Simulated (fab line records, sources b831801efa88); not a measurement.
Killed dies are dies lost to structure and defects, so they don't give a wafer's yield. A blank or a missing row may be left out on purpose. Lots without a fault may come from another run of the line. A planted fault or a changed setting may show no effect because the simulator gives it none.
Chamber matching | flow sky130 | SKY_SONOS_ONO_ETCH_15 on rie_diel-03: 4 sister chambers
The step etches the open film in CHF3/O2, target depth 19.52 nm, time 7.8 s. 7 wafers are shown with their chamber, then 7 later ones without.

WAFERS WITH THEIR CHAMBER
wafer  | chamber | drypump_motor_current_A (A) | oes_product_au (a.u.)
L398.1 | 0       | 5.9                         | 1.004
L405.2 | 2       | 5.2                         | 0.996
L416.1 | 2       | 5.3                         | 0.996
L416.2 | 3       | 6.6                         | 0.983
L416.5 | 1       | 5.2                         | 1.010
L418.1 | 1       | 5.1                         | 1.015
L418.3 | 3       | 6.7                         | 0.996

WAFERS WITHOUT THEIR CHAMBER
wafer  | drypump_motor_current_A (A) | oes_product_au (a.u.)
L418.6 | 5.9                         | 1.004
L419.1 | 5.9                         | 1.002
L419.2 | 5.2                         | 1.002
L419.4 | 6.7                         | 0.979
L420.1 | 6.6                         | 0.988
L420.2 | 5.2                         | 1.001
L420.4 | 5.9                         | 1.007

WHICH CHAMBER EACH WENT THROUGH
wafer  | from the rows above     | in truth
L418.6 | 0                       | 0
L419.1 | 0                       | 0
L419.2 | can't be placed: 2 or 1 | 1
L419.4 | 3                       | 3
L420.1 | 3                       | 3
L420.2 | can't be placed: 2 or 1 | 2
L420.4 | 0                       | 0
Placed correctly: 5 of 7. Can't be placed from these rows: 2 (the true chamber is among the candidates in 2). Placed wrongly: 0.
How it was worked out, from the rows above alone: a wafer's distance from a chamber is the root of the sum, over the readings, of the square of ((its reading less the chamber's mean) divided by the reading's scatter). The wafer belongs to the nearest chamber; if the next one is less than 2 further off, it can't be placed. A chamber's mean is the mean of its shown wafers. The scatter: the root of (the sum of the squares of (reading less its chamber's mean) over the shown wafers, divided by (wafers less chambers)).
